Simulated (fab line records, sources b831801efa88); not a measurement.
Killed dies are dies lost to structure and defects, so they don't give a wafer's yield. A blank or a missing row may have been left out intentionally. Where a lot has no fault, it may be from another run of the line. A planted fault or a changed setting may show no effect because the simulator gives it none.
Matching of chambers || flow sky130 || SKY_CAP2M_CVD_00 on pecvd-01: 3 sister chambers
The step deposits SiO2, target thk 15.5 nm. 14 wafers are shown with their chamber, then 7 later ones without.

== EACH WAFER AND ITS CHAMBER ==
{"wafer": "L880.1", "chamber": 2, "heater power w (W)": 684, "rf fwd power W (W)": 443.6}
{"wafer": "L880.3", "chamber": 1, "heater power w (W)": 963, "rf fwd power W (W)": 442.3}
{"wafer": "L880.5", "chamber": 0, "heater power w (W)": 743, "rf fwd power W (W)": 444.9}
{"wafer": "L882.1", "chamber": 2, "heater power w (W)": 596, "rf fwd power W (W)": 446.4}
{"wafer": "L882.5", "chamber": 2, "heater power w (W)": 597, "rf fwd power W (W)": 447.8}
{"wafer": "L882.6", "chamber": 1, "heater power w (W)": 885, "rf fwd power W (W)": 441.8}
{"wafer": "L885.2", "chamber": 2, "heater power w (W)": 612, "rf fwd power W (W)": 446.1}
{"wafer": "L885.3", "chamber": 1, "heater power w (W)": 821, "rf fwd power W (W)": 438.3}
{"wafer": "L885.5", "chamber": 1, "heater power w (W)": 810, "rf fwd power W (W)": 440.6}
{"wafer": "L889.2", "chamber": 1, "heater power w (W)": 841, "rf fwd power W (W)": 443.0}
{"wafer": "L889.3", "chamber": 2, "heater power w (W)": 678, "rf fwd power W (W)": 446.1}
{"wafer": "L889.4", "chamber": 1, "heater power w (W)": 815, "rf fwd power W (W)": 440.5}
{"wafer": "L891.3", "chamber": 0, "heater power w (W)": 647, "rf fwd power W (W)": 445.8}
{"wafer": "L891.4", "chamber": 2, "heater power w (W)": 652, "rf fwd power W (W)": 443.0}

SIGNATURES (means of the wafers above)
{"reading": "heater power w", "chamber 0": 695.00, "chamber 1": 855.83, "chamber 2": 636.50, "scatter within a chamber": 52.4}
{"reading": "rf fwd power W", "chamber 0": 445.350, "chamber 1": 441.083, "chamber 2": 445.500, "scatter within a chamber": 1.68}
Rule: for a wafer and a chamber, the distance is found by dividing, reading by reading, the gap between the wafer's reading and the chamber's mean by the reading's scatter, squaring, summing and taking the root. If the next closest chamber is less than 2 further off than the closest, the wafer can't be placed; otherwise it belongs to the closest. The scatter is the square root of a quotient: the sum, over the shown wafers, of each reading's squared deviation from its chamber's mean, divided by wafers minus chambers.

== WAFERS WITHOUT THEIR CHAMBER ==
{"wafer": "L891.5", "heater power w (W)": 860, "rf fwd power W (W)": 443.5}
{"wafer": "L894.3", "heater power w (W)": 962, "rf fwd power W (W)": 442.3}
{"wafer": "L894.4", "heater power w (W)": 602, "rf fwd power W (W)": 446.4}
{"wafer": "L894.5", "heater power w (W)": 653, "rf fwd power W (W)": 443.4}
{"wafer": "L898.4", "heater power w (W)": 945, "rf fwd power W (W)": 441.3}
{"wafer": "L898.5", "heater power w (W)": 627, "rf fwd power W (W)": 445.6}
{"wafer": "L898.6", "heater power w (W)": 718, "rf fwd power W (W)": 445.6}

== EACH ONE'S CHAMBER ==
{"wafer": "L891.5", "from the rows above": "can't be placed: 1 or 0", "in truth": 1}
{"wafer": "L894.3", "from the rows above": 1, "in truth": 1}
{"wafer": "L894.4", "from the rows above": "can't be placed: 2 or 0", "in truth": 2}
{"wafer": "L894.5", "from the rows above": "can't be placed: 2 or 0", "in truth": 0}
{"wafer": "L898.4", "from the rows above": 1, "in truth": 1}
{"wafer": "L898.5", "from the rows above": "can't be placed: 2 or 0", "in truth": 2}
{"wafer": "L898.6", "from the rows above": "can't be placed: 0 or 2", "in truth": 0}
2 of 7 placed correctly. Not placeable from these rows: 5 (in 5, the candidates include the true chamber). Wrongly placed: 0.
